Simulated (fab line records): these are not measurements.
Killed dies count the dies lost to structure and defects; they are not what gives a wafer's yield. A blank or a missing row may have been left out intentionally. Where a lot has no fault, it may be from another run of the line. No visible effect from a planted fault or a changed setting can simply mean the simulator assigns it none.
Tool commonality check	flow sky130	13 lots and 39 wafers in the sample

== REASON IT WAS OPENED ==
2 of 13 lots carry a flag on the reading NWELL_RS at SKY_NWELL_RS_MEAS_29. Wafers without a fault read 624.5 ohm/sq, standard deviation 1.5.
Rule: a lot is flagged in two cases, either no wafer of it has a number, or all its wafers with numbers fall more than 4 standard deviations from that mean. All remaining lots are regarded as sound.

lot	measured	on	NWELL_RS (ohm/sq), wafer by wafer	flag
L452	day 5 08:28	film metro-02	621.7 621.6 623.5	
L453	day 5 10:53	film metro-01	625.6 625.6 627.8	
L454	day 5 17:23	film metro-02	625.6 625.6 623.9	
L462	day 8 14:58	film metro-04	655.2 656.4 656.2	FLAGGED
L464	day 8 17:24	film metro-01	653.7 653.9 654.7	FLAGGED
L465	day 8 17:45	film metro-04	625.6 627.8 625.8	
L466	day 9 02:55	film metro-04	624.4 626.5 626.5	
L467	day 9 03:20	film metro-01	625.2 625.2 624.8	
L469	day 9 21:55	film metro-04	624.4 622.5 623.2	
L472	day 10 10:07	film metro-01	624.6 623.0 624.2	
L473	day 10 12:16	film metro-01	619.7 624.3 623.5	
L474	day 10 18:11	film metro-01	623.4 624.8 625.3	
L475	day 11 01:45	film metro-01	624.2 625.2 625.1	
Average over the flagged lots: 655.0 ohm/sq; offset from the usual +30.5 ohm/sq, equal to +20 standard deviations.

== LOT BY LOT: THE TOOL USED ==
The record keeps 1 process step preceding the reading, out of 708 steps on the route. Every cell lists first the tool, next ch and the chambers used by the sampled wafers, and last the start.
lot	flag	SKY_NWELL_IMPLANT_11
L452		implanter-04 ch 0, day 4 15:19
L453		implanter-02 ch 0, day 4 17:46
L454		implanter-04 ch 0, day 5 00:29
L462	FLAGGED	implanter-02 ch 0, day 7 17:35
L464	FLAGGED	implanter-02 ch 0, day 7 20:24
L465		implanter-04 ch 0, day 7 21:11
L466		implanter-01 ch 0, day 8 05:02
L467		implanter-04 ch 0, day 8 05:29
L469		implanter-01 ch 0, day 8 23:40
L472		implanter-01 ch 0, day 9 11:32
L473		implanter-04 ch 0, day 9 13:32
L474		implanter-01 ch 0, day 9 19:35
L475		implanter-04 ch 0, day 10 02:35
What these steps do:
- SKY_NWELL_IMPLANT_11
- SKY_NWELL_RS_MEAS_29: measures by four-point-probe.

== FLAGGED OVER TOTAL, TOOL BY TOOL (the gauges that took the reading come last) ==
step	tool	lots run	flagged	share of the flagged lots	sound lots run after its first flagged lot
SKY_NWELL_IMPLANT_11	implanter-01	4	0	none	-
SKY_NWELL_IMPLANT_11	implanter-02	3	2	all	0
SKY_NWELL_IMPLANT_11	implanter-04	6	0	none	-
SKY_NWELL_RS_MEAS_29	film metro-01	7	1	some	5 (L467,L472,L473,L474,L475)
SKY_NWELL_RS_MEAS_29	film metro-02	2	0	none	-
SKY_NWELL_RS_MEAS_29	film metro-04	4	1	some	3 (L465,L466,L469)

== WHAT THE TABLE ALLOWS ==
All flagged lots share 1 row of the table, namely implanter-02 at SKY_NWELL_IMPLANT_11.
- implanter-02 at SKY_NWELL_IMPLANT_11 ran 3 lots, 2 of them flagged. Last sound lot L453 at day 4 17:46, first flagged lot L462 at day 7 17:35; a fault beginning in between fits. Its own readings lie more than 4 standard deviations out on every wafer of the flagged lots: beam energy keV.
What remains is a single tool, implanter-02 at SKY_NWELL_IMPLANT_11.

== WHAT THE SIMULATOR PUT IN ==
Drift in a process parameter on implanter-02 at SKY_NWELL_IMPLANT_11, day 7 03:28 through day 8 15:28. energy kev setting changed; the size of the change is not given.
Shown lots that were struck: L462, L464. Same finding as the rule above.
